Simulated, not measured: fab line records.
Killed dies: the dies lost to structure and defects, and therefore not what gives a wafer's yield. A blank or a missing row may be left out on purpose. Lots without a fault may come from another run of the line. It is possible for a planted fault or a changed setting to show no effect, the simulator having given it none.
8D (eight disciplines) problem report, filled in by code -- flow gf180mcu -- the parts of the form that need people (team, actions taken, sign-off) are left out

== 1. WHAT IS WRONG ==
Mean V2_CVD_00_THK at GF_V2_THK_MEAS_01: 720 nm over 6 wafers in 2 lots; fault-free wafers: 598 nm, standard deviation 7. Relative to the usual mean, that is a shift of +17 standard deviations.
First seen on wafer L545.2, day 24 17:07, on film_metro-03. Wafers with a number at this step in the record: 39, from 13 lots. The rule behind "out" and "out of limits": a value lying over 4 standard deviations away from the usual mean. The other wafers with a number count as sound.

== 2. WHAT IT IS, AND WHAT IT ISN'T ==
question,is,is not
which readings at this step,V2_CVD_00_THK,-
which lots,"L545, L548","L532, L533, L534, L536, L539, L540, L541, L542, L543, L546, L554"
which wafers of those lots,all that have a number,-
read on which gauges,"film_metro-01, film_metro-03",film_metro-04
when,from day 24 17:07,"up to then (27 sound wafers); but 6 sound wafers of L546, L554 came after"

== 3. WHAT RULES OUT EACH SUSPECT ==
Counting: a tool at a process step up to the reading stays a suspect if it ran every lot that is out and no sound lot after the first of them.
- the gauge at GF_V2_THK_MEAS_01 is ruled out. 2 gauges (film_metro-01, film_metro-03) read the wafers that are out.
- hdpcvd-01 at GF_V2_CVD_00 (deposits SiO2, target thk 600 nm, time 100 s): kept. Every lot that is out went through it, starting with L545 (day 24 17:02), and after that it ran no sound lot; the last sound lot it ran before then is L543 (day 23 18:32). Its own readings are out on those wafers: sih4_flow_sccm.
The count leaves hdpcvd-01 at GF_V2_CVD_00.

== 4. THE CAUSE (what the simulator had put in) ==
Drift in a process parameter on hdpcvd-01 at GF_V2_CVD_00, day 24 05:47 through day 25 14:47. Setting sih4_flow_sccm shifted by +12 from 60. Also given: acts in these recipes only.
The count eliminated every tool but this one.

== 5. THE EFFECT CHAIN, in route order ==
Each row: a reading where the mean over the struck wafers with a number is more than 3 standard deviations away from the usual. Readings are gone through only where the record gives a usual standard deviation; hours: the median, over the lots, of the time from a lot's start at the first step in this table giving one to that lot's start at this step; sigmas: the change measured in usual standard deviations.
hours,step,reading,usual,on struck wafers,change,sigmas
0,GF_V2_CVD_00,sih4_flow_sccm,60.01 sccm,71.92,+11.91,+60
0,GF_V2_THK_MEAS_01,V2_CVD_00_THK,598 nm,720,+122,+17
Process steps it contains:
- GF_V2_CVD_00: deposits SiO2, target thk 600 nm, time 100 s.
At these later measuring or inspecting steps, every struck wafer for which the step has a row has a number for every such reading, and none has moved that far: GF_V2_OVL_MEAS_15.

== 6. WHAT WOULD HAVE CAUGHT IT SOONER ==
In this record the first reading out of limits at a measuring or inspecting step was taken at day 24 17:07, 11 hours after the fault began at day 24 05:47.
The tool's own readings at GF_V2_CVD_00 were out on every struck wafer that the step has a row for (sih4_flow_sccm): an alarm limit on them would have fired on the first of those.
L548, from the lots that are out (2), started GF_V2_CVD_00 on hdpcvd-01 later than day 24 17:07. Holding the tool at that time would have saved it.
